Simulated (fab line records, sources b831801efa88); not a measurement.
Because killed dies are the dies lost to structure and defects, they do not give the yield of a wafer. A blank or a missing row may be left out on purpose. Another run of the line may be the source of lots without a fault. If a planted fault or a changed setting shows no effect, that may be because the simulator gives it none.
Which of the tools did it? -- flow sky130 -- Sampling: 14 lots, 42 wafers, 5 of 708 route steps

## WHAT THE GAUGES SHOWED, per wafer
SKY_VT_ADJUST_HVTR_CD_MEAS_07: target cd 380 nm.
lot,measured,on,cd-nm (nm)
L252,day 9 04:11,cd-sem-01,381.2 381.4 382.5
L253,day 9 11:34,cd-sem-02,382.6 380.0 383.3
L254,day 10 06:38,cd-sem-02,375.1 377.3 376.5
L255,day 10 20:42,cd-sem-01,379.9 377.7 380.6
L256,day 12 00:14,cd-sem-02,384.7 383.2 384.1
L257,day 12 00:29,cd-sem-01,382.3 385.1 381.2
L258,day 12 09:14,cd-sem-02,383.0 381.9 383.0
L260,day 12 11:37,cd-sem-02,383.9 382.1 381.9
L263,day 12 19:18,cd-sem-01,380.0 378.0 378.3
L268,day 14 20:11,cd-sem-02,379.8 378.8 375.8
L266,day 14 21:06,cd-sem-01,376.5 375.2 374.6
L270,day 15 12:28,cd-sem-02,378.5 378.7 377.9
L273,day 16 05:29,cd-sem-02,379.3 380.6 378.5
L275,day 16 13:44,cd-sem-02,377.8 380.2 380.5

SKY_SONOS_ONO_THK_MEAS_01.
lot,measured,on,SONOS_ONO_OXIDATION_THK (nm)
L252,day 11 02:23,film-metro-03,2.60 2.55 2.48
L253,day 11 11:38,film-metro-04,2.56 2.54 2.57
L254,day 12 10:23,film-metro-04,2.62 2.64 2.56
L255,day 12 21:46,film-metro-04,2.49 2.44 2.50
L256,day 14 04:14,film-metro-02,2.64 2.59 2.61
L257,day 14 05:35,film-metro-03,2.61 2.64 2.63
L258,day 14 14:28,film-metro-04,2.58 2.56 2.58
L260,day 14 18:29,film-metro-04,2.65 2.58 2.64
L263,day 15 03:11,film-metro-04,2.52 2.47 2.54
L268,day 17 05:52,film-metro-02,2.62 2.61 2.55
L266,day 17 06:28,film-metro-02,2.43 2.42 2.43
L270,day 17 22:19,film-metro-03,2.51 2.60 2.54
L273,day 18 21:53,film-metro-04,2.52 2.53 2.55
L275,day 19 04:19,film-metro-02,2.52 2.60 2.55

SKY_POLY_GATE_THK_MEAS_21.
lot,measured,on,POLY_GATE_OXIDATION_THK (nm)
L252,day 16 00:58,film-metro-01,3.88 3.88 3.83
L253,day 16 07:32,film-metro-01,3.87 3.99 3.95
L254,day 17 08:43,film-metro-01,3.93 3.91 4.02
L255,day 18 01:06,film-metro-01,4.03 3.93 3.97
L256,day 19 12:33,film-metro-01,3.91 3.84 3.90
L257,day 19 14:31,film-metro-01,3.98 4.00 3.98
L258,day 20 02:38,film-metro-03,3.97 3.96 4.10
L260,day 20 07:16,film-metro-01,4.00 3.96 4.09
L263,day 20 12:41,film-metro-02,4.05 3.98 4.02
L268,day 22 21:47,film-metro-02,3.86 4.00 3.88
L266,day 22 23:28,film-metro-02,4.07 4.02 4.09
L270,day 23 13:08,film-metro-01,3.98 3.98 3.91
L273,day 24 16:38,film-metro-02,3.91 3.91 3.85
L275,day 24 17:44,film-metro-01,4.01 4.00 3.95

SKY_LDD_LDN_TW_MEAS_13.
lot,measured,on,LDD_LDN_TW
L252,day 22 07:20,film-metro-02,1481 1483 1474
L253,day 22 13:26,film-metro-02,1477 1475 1482
L254,day 23 17:53,film-metro-02,1583 1579 1576
L255,day 24 10:40,film-metro-04,1481 1482 1484
L256,day 25 21:03,film-metro-04,1592 1584 1585
L257,day 25 21:38,film-metro-03,1486 1489 1487
L258,day 26 10:19,film-metro-04,1600 1592 1598
L260,day 26 13:56,film-metro-02,1477 1472 1483
L263,day 26 19:46,film-metro-04,1489 1490 1493
L268,day 29 01:11,film-metro-03,1487 1486 1485
L266,day 29 04:15,film-metro-03,1491 1494 1481
L270,day 29 14:44,film-metro-04,1489 1486 1478
L273,day 30 16:38,film-metro-04,1476 1479 1482
L275,day 30 19:14,film-metro-04,1473 1487 1485

## TOOL THAT RAN EACH LOT (tool first, then ch and the chambers of the sampled wafers, then the start)
lot,SKY_LDD_LDN_IMPLANT_11
L252,"implanter-01 ch 0, day 22 07:05"
L253,"implanter-01 ch 0, day 22 13:12"
L254,"implanter-03 ch 0, day 23 17:13"
L255,"implanter-02 ch 0, day 24 10:28"
L256,"implanter-02 ch 0, day 25 20:29"
L257,"implanter-03 ch 0, day 25 21:23"
L258,"implanter-01 ch 0, day 26 09:44"
L260,"implanter-02 ch 0, day 26 13:41"
L263,"implanter-01 ch 0, day 26 19:34"
L268,"implanter-02 ch 0, day 29 00:56"
L266,"implanter-02 ch 0, day 29 04:01"
L270,"implanter-01 ch 0, day 29 14:30"
L273,"implanter-03 ch 0, day 30 16:25"
L275,"implanter-03 ch 0, day 30 18:59"
- SKY_LDD_LDN_IMPLANT_11

## WHAT THE TOOLS THEMSELVES READ (means of the sampled wafers that have a number; where no wafer has one, the mark that the record gives instead)
The record holds no such reading with a usual standard deviation.

## THE ANSWER, worked out from the rows above alone
Rule: usual is defined by the lots themselves. The widest of any qualifying gaps counts: lots, ordered by their means at a reading, are off when they make up no more than a third of the lots, leave a main group of 4 or more, and stand apart from it by 3 or more times the standard deviation of that group's means. A main group whose means are all the same, to the digits that the tables above print for the reading, isn't used. Also off: a lot with no number at a reading for which 4 or more lots have one. Where the step has rows for the other lots, those lots are counted as sound. The gauges are gone through in route order, then the tools' own readings, and for those a lot's mean is taken as printed above. At the first step where some lot is off, the reading lying furthest off is the one used; lots without a number count as furthest.
Off: L254, L256, L258, seen at SKY_LDD_LDN_TW_MEAS_13 (LDD_LDN_TW). For the main group the mean is 1483 and the standard deviation 4.4.
If a tool, at a process step before that reading, ran all the lots that are off and no sound lot after the first of them, it fits. The gauges at SKY_LDD_LDN_TW_MEAS_13 are tried like those tools. None of those tried fits.

## WHAT THE SIMULATOR HAD INSERTED
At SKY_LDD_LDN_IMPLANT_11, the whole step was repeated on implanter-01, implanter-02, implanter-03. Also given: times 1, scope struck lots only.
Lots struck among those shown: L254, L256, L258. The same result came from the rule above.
